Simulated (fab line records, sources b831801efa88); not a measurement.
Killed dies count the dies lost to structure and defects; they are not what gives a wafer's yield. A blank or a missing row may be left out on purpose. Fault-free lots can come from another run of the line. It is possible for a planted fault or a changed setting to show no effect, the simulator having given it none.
Which tool was responsible?	flow gf180mcu	36 wafers from 12 lots sampled at 6 of the route's 602 steps

== WHAT THE GAUGES READ, wafer by wafer ==
GF_VT_IMPLANT_RS_MEAS_47: measures by four-point-probe.
lot	measured	on	NWELL_RS (ohm/sq)
L591	day 7 16:06	film metro-04	485.7 486.6 486.5
L592	day 8 06:26	film metro-04	487.1 488.7 486.5
L594	day 8 17:59	film metro-04	485.9 486.4 486.3
L593	day 8 19:28	film metro-03	486.6 486.7 487.2
L595	day 9 01:22	film metro-04	489.0 487.1 487.8
L596	day 9 04:04	film metro-04	489.2 488.1 487.0
L598	day 10 03:35	film metro-03	486.1 487.0 487.0
L600	day 10 06:26	film metro-01	484.6 485.2 486.9
L601	day 10 08:25	film metro-04	489.5 490.5 489.4
L603	day 11 05:29	film metro-04	486.8 486.4 484.6
L607	day 12 07:30	film metro-01	485.2 485.8 485.0
L608	day 12 10:55	film metro-01	487.7 486.1 487.1

GF_POLY_GATE_THK_MEAS_01.
lot	measured	on	POLY_GATE_CVD_00_THK (nm)
L591	day 8 13:05	film metro-01	199.7 199.7 198.4
L592	day 9 04:43	film metro-02	198.3 197.5 195.2
L594	day 9 17:10	film metro-01	200.9 198.7 201.9
L593	day 9 19:16	film metro-02	198.8 202.7 201.2
L595	day 10 00:22	film metro-02	197.3 196.6 197.6
L596	day 10 05:51	film metro-01	198.5 198.0 199.2
L598	day 11 06:56	film metro-02	199.5 200.6 198.9
L600	day 11 09:44	film metro-01	199.7 199.1 199.3
L601	day 11 09:43	film metro-02	201.0 199.9 200.7
L603	day 12 06:35	film metro-01	199.5 200.1 198.9
L607	day 13 08:34	film metro-01	200.8 199.7 201.7
L608	day 13 11:32	film metro-01	132.1 132.4 132.7

GF_SAB_THK_MEAS_01.
lot	measured	on	SAB_CVD_00_THK (nm)
L591	day 14 10:31	film metro-03	50.2 50.4 51.0
L592	day 15 05:34	film metro-02	50.7 51.0 50.5
L594	day 15 20:13	film metro-01	49.3 49.6 50.3
L593	day 15 23:59	film metro-03	49.8 50.0 51.2
L595	day 16 06:14	film metro-01	49.1 49.7 49.4
L596	day 16 11:40	film metro-01	49.3 49.7 50.5
L598	day 17 23:01	film metro-01	49.1 49.2 49.9
L600	day 18 04:20	film metro-02	50.6 49.9 51.3
L601	day 18 02:37	film metro-02	49.7 50.6 51.4
L603	day 19 00:58	film metro-03	50.5 50.2 51.3
L607	day 20 11:34	film metro-02	50.0 49.7 50.2
L608	day 20 12:46	film metro-03	49.4 48.5 49.9

== WHAT TOOL EACH LOT RAN ON (gives the tool, then ch and the chambers of the sampled wafers, and finally the start) ==
lot	GF_VT_IMPLANT_RTA_45	GF_POLY_GATE_CVD_00	GF_POLY_GATE_ETCH_13
L591	rtp anneal-02 ch 0, day 7 15:53	lpcvd-02 ch 0, day 8 11:44	rie si-02 ch 1,2, day 9 06:52
L592	rtp anneal-02 ch 0, day 8 06:13	lpcvd-02 ch 0, day 9 03:23	rie si-02 ch 1,3, day 9 22:43
L594	rtp anneal-02 ch 0, day 8 17:46	lpcvd-01 ch 0, day 9 15:50	rie si-02 ch 1,3, day 10 11:48
L593	rtp anneal-01 ch 0, day 8 19:15	lpcvd-02 ch 1, day 9 17:56	rie si-01 ch 0,2, day 10 13:39
L595	rtp anneal-02 ch 0, day 9 01:03	lpcvd-02 ch 0, day 9 23:02	rie si-01 ch 2,3, day 10 19:22
L596	rtp anneal-01 ch 0, day 9 03:50	lpcvd-02 ch 0, day 10 04:31	rie si-01 ch 2,3, day 11 00:52
L598	rtp anneal-02 ch 0, day 10 03:22	lpcvd-02 ch 0, day 11 05:36	rie si-02 ch 0,2,3, day 12 01:52
L600	rtp anneal-02 ch 0, day 10 06:13	lpcvd-02 ch 0, day 11 08:22	rie si-02 ch 1,2,3, day 12 04:57
L601	rtp anneal-02 ch 0, day 10 08:11	lpcvd-02 ch 1, day 11 08:22	rie si-01 ch 0,2,3, day 12 05:07
L603	rtp anneal-02 ch 0, day 11 05:16	lpcvd-01 ch 1, day 12 05:15	rie si-02 ch 0,1,2, day 13 02:43
L607	rtp anneal-01 ch 0, day 12 07:17	lpcvd-01 ch 0, day 13 07:14	rie si-01 ch 0,1,3, day 14 06:40
L608	rtp anneal-02 ch 0, day 12 10:42	lpcvd-02 ch 1, day 13 10:12	rie si-01 ch 0,3, day 14 08:52
- GF_VT_IMPLANT_RTA_45: time 30 s.
- GF_POLY_GATE_CVD_00: deposits poly-Si, target thk 200 nm, time 1200 s.
- GF_POLY_GATE_ETCH_13: etches poly-Si in HBr/Cl2, stops on SiO2, target depth 198.5 nm, time 69.6 s.

== WHAT THE TOOLS THEMSELVES READ (means of the sampled wafers that have a number; where no wafer has one, the mark that the record gives instead) ==
GF_VT_IMPLANT_RTA_45.
lot	tool	lamp power pct (%)	wafer_temp_C_max
L591	rtp anneal-02	33.5	1055.8
L592	rtp anneal-02	33.5	1055.6
L594	rtp anneal-02	33.5	1054.8
L593	rtp anneal-01	34.4	1055.3
L595	rtp anneal-02	33.5	1055.2
L596	rtp anneal-01	34.5	1056.0
L598	rtp anneal-02	33.5	1055.1
L600	rtp anneal-02	33.6	1054.6
L601	rtp anneal-02	33.5	1055.6
L603	rtp anneal-02	33.5	1056.9
L607	rtp anneal-01	34.5	1055.6
L608	rtp anneal-02	33.5	1054.8

GF_POLY_GATE_CVD_00.
lot	tool	spike tc upper C (C)
L591	lpcvd-02	618.1
L592	lpcvd-02	619.0
L594	lpcvd-01	620.7
L593	lpcvd-02	620.0
L595	lpcvd-02	618.8
L596	lpcvd-02	618.7
L598	lpcvd-02	620.0
L600	lpcvd-02	618.4
L601	lpcvd-02	618.5
L603	lpcvd-01	619.5
L607	lpcvd-01	619.8
L608	lpcvd-02	618.7

GF_POLY_GATE_ETCH_13.
lot	tool	chamber pressure mTorr (mTorr)	drypump motor current A (A)	oes product au (a.u.)	throttle valve pct (%)
L591	rie si-02	9.998	5.64	0.992	33.687
L592	rie si-02	10.010	5.61	0.983	33.688
L594	rie si-02	10.012	5.57	0.987	33.686
L593	rie si-01	9.997	5.48	0.994	33.690
L595	rie si-01	10.001	5.53	0.980	33.686
L596	rie si-01	10.006	5.56	0.991	33.677
L598	rie si-02	10.006	5.60	0.992	33.690
L600	rie si-02	10.007	5.61	0.989	33.683
L601	rie si-01	9.999	5.50	0.992	33.686
L603	rie si-02	10.004	5.63	0.990	33.684
L607	rie si-01	10.005	5.43	0.983	33.684
L608	rie si-01	10.009	5.20	0.758	33.681

== THE ANSWER, worked out from the rows above alone ==
Rule: the lots themselves supply what counts as usual. Put in order of their means at a reading, lots are off if they are a third of the lots or fewer, leave a main group of 4 or more, and stand apart from it by a gap of 3 or more times the standard deviation of the main group's means; of several such gaps the widest counts. Not used: any main group whose means are identical at the precision the tables above print for the reading. A lot without any number at a reading at which 4 lots or more have one is off too. Any other lot the step has rows for is counted as sound. After the gauges, taken in route order, come the tools' own readings; for these a lot's mean is taken, as printed above. At the first step where some lot is off, the reading lying furthest off is the one used; lots without a number count as furthest.
Off: L608, seen at GF_POLY_GATE_THK_MEAS_01 (POLY_GATE_CVD_00_THK). The main group: mean 199.4 nm, standard deviation 1.3.
If a tool, at a process step before that reading, ran all the lots that are off and no sound lot after the first of them, it fits. Not tried: the gauges at GF_POLY_GATE_THK_MEAS_01; whatever is off there is also off at GF_POLY_GATE_ETCH_13, on other tools, and gauge error can't account for it. This does not decide it: 2 tools fit, namely rtp anneal-02 at GF_VT_IMPLANT_RTA_45 and lpcvd-02 at GF_POLY_GATE_CVD_00.

== WHAT HAD BEEN PUT IN BY THE SIMULATOR ==
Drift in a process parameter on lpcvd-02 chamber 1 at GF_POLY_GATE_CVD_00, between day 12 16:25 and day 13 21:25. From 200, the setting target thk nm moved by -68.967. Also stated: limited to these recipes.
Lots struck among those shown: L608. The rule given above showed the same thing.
